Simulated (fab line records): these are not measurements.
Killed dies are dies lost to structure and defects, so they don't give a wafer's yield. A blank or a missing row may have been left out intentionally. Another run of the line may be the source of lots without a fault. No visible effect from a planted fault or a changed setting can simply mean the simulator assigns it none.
Which tool is to blame? ; flow sky130 ; 7 lots, 21 wafers sampled, at 1 step of a route of 708

== WHAT THE GAUGES SHOWED, per wafer ==
SKY_METAL1_RS_MEAS_05: a four-point-probe measurement.
lot;measured;on;METAL1_ALCU_RS (ohm/sq)
L991;day 32 00:56;film metro-01;0.1295 0.1302 0.1283
L993;day 32 21:29;film metro-01;0.1252 0.1266 0.1253
L997;day 34 13:50;film metro-03;0.1294 0.1281 0.1278
L999;day 34 23:50;film metro-03;0.1244 0.1280 0.1262
L105;day 37 03:06;film metro-04;0.1285 0.1275 0.1291
L111;day 39 04:37;film metro-01;0.1277 0.1286 0.1285
L113;day 39 15:41;film metro-03;0.1278 0.1275 0.1252

== WHAT TOOL EACH LOT RAN ON (gives the tool, then ch and the chambers of the sampled wafers, and finally the start) ==
The record holds no process step before these readings.

== THE ANSWER, worked out from the rows above alone ==
Rule: what is usual is taken from the lots themselves. Put in order of their means at a reading, lots are off if they are a third of the lots or fewer, leave a main group of 4 or more, and stand apart from it by a gap of 3 or more times the standard deviation of the main group's means; of several such gaps the widest counts. If all means in a main group match to the digits the tables above print for the reading, that group is not used. A lot without any number at a reading at which 4 lots or more have one is off too. All remaining lots with rows at the step are treated as sound.
Across all readings shown, no lot is off: no conclusion can be drawn from this.

== WHAT THE SIMULATOR PUT IN ==
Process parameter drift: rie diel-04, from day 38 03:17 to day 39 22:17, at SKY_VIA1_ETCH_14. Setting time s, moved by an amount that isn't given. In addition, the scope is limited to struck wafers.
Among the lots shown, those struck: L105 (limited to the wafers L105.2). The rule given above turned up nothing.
